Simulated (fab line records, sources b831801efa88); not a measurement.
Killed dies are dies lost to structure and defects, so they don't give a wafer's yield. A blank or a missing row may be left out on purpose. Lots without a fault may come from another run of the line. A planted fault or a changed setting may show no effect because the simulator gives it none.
Which tool did it? | flow gf180mcu | 6 lots, 18 wafers sampled, at 2 steps of a route of 602

WHAT THE GAUGES READ, wafer by wafer
GF_V5_CD_MEAS_14: target cd 260 nm.
lot  | measured     | on        | cd_nm (nm)
L118 | day 27 06:14 | cd_sem-01 | 260.2 260.2 260.8
L121 | day 28 14:17 | cd_sem-02 | 262.3 261.9 260.8
L123 | day 29 06:33 | cd_sem-02 | 262.4 263.5 262.5
L126 | day 30 03:00 | cd_sem-02 | 258.5 260.3 259.2
L129 | day 31 00:36 | cd_sem-02 | 256.9 258.5 258.5
L139 | day 33 09:34 | cd_sem-01 | 261.2 260.9 260.2

WHICH TOOL RAN EACH LOT (tool, then ch and the chambers of the sampled wafers, then the start)
lot  | GF_DUAL_GATE_STRIP_13
L118 | plasma_asher-01 ch 0,1, day 8 14:08
L121 | plasma_asher-04 ch 0,1, day 9 09:52
L123 | plasma_asher-03 ch 0,1, day 10 02:35
L126 | plasma_asher-03 ch 0,1, day 10 19:52
L129 | plasma_asher-03 ch 0,1, day 11 20:11
L139 | plasma_asher-03 ch 0,1, day 14 17:49
- GF_DUAL_GATE_STRIP_13: strips in O2/N2.

THE ANSWER, worked out from the rows above alone
Rule: what is usual is taken from the lots themselves. Put in order of their means at a reading, lots are off if they are a third of the lots or fewer, leave a main group of 4 or more, and stand apart from it by a gap of 3 or more times the standard deviation of the main group's means; of several such gaps the widest counts. A main group whose means are all the same, to the digits that the tables above print for the reading, isn't used. A lot without any number at a reading at which 4 lots or more have one is off too. The other lots that the step has rows for count as sound.
No lot is off at any reading shown: from this, nothing can be told.

WHAT THE SIMULATOR HAD PUT IN
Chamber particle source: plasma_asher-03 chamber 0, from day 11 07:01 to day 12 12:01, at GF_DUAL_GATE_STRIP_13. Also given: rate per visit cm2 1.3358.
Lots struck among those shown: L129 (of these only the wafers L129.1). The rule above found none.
